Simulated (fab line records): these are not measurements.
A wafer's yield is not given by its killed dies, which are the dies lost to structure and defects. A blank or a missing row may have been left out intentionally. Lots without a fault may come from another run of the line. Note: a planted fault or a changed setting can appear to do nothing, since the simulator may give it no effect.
Matching of chambers / flow sky130 / SKY_LI_CONTACT_ETCH_15 on rie_diel-03 has 4 sister chambers
The step etches PSG in C4F8/O2/Ar, stops on Si, target depth 600 nm. 14 wafers are shown with their chamber, then 7 later ones without.

## EACH WAFER AND ITS CHAMBER
wafer=L455.3; chamber=1; oes_product_au (a.u.)=0.843
wafer=L455.5; chamber=3; oes_product_au (a.u.)=0.838
wafer=L455.6; chamber=0; oes_product_au (a.u.)=0.830
wafer=L456.3; chamber=3; oes_product_au (a.u.)=0.835
wafer=L456.4; chamber=3; oes_product_au (a.u.)=0.836
wafer=L456.5; chamber=2; oes_product_au (a.u.)=0.840
wafer=L457.1; chamber=3; oes_product_au (a.u.)=0.843
wafer=L457.2; chamber=1; oes_product_au (a.u.)=0.832
wafer=L457.5; chamber=2; oes_product_au (a.u.)=0.841
wafer=L459.1; chamber=3; oes_product_au (a.u.)=0.830
wafer=L459.2; chamber=1; oes_product_au (a.u.)=0.832
wafer=L459.3; chamber=2; oes_product_au (a.u.)=0.830
wafer=L466.2; chamber=2; oes_product_au (a.u.)=0.833
wafer=L466.3; chamber=1; oes_product_au (a.u.)=0.837

SIGNATURES (averages over the wafers above)
reading=oes_product_au; chamber 0=0.83000; chamber 1=0.83600; chamber 2=0.83600; chamber 3=0.83640; scatter within a chamber=0.00507
Rule: a wafer's distance from a chamber is the root of the sum, over the readings, of the square of ((its reading less the chamber's mean) divided by the reading's scatter). If the next closest chamber is less than 2 further off than the closest, the wafer can't be placed; otherwise it belongs to the closest. How the scatter is found: for the shown wafers, subtract from each reading the mean of its chamber, square and add these, divide the total by (wafers less chambers), then take the root.

## WAFERS WITH NO CHAMBER GIVEN
wafer=L466.6; oes_product_au (a.u.)=0.825
wafer=L476.1; oes_product_au (a.u.)=0.834
wafer=L476.4; oes_product_au (a.u.)=0.830
wafer=L476.5; oes_product_au (a.u.)=0.829
wafer=L475.1; oes_product_au (a.u.)=0.845
wafer=L475.2; oes_product_au (a.u.)=0.838
wafer=L475.4; oes_product_au (a.u.)=0.837

## WHICH CHAMBER EACH ONE RAN IN
wafer=L466.6; from the rows above=can't be placed: 0 or 1 or 2 or 3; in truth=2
wafer=L476.1; from the rows above=can't be placed: 1 or 2 or 3 or 0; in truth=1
wafer=L476.4; from the rows above=can't be placed: 0 or 1 or 2 or 3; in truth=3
wafer=L476.5; from the rows above=can't be placed: 0 or 1 or 2 or 3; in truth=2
wafer=L475.1; from the rows above=can't be placed: 3 or 1 or 2 or 0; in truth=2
wafer=L475.2; from the rows above=can't be placed: 3 or 1 or 2 or 0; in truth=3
wafer=L475.4; from the rows above=can't be placed: 3 or 1 or 2 or 0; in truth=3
Correctly placed: 0 of 7. Unplaceable from these rows: 7, with the true chamber sitting among the candidates in 7. 0 placed wrongly.
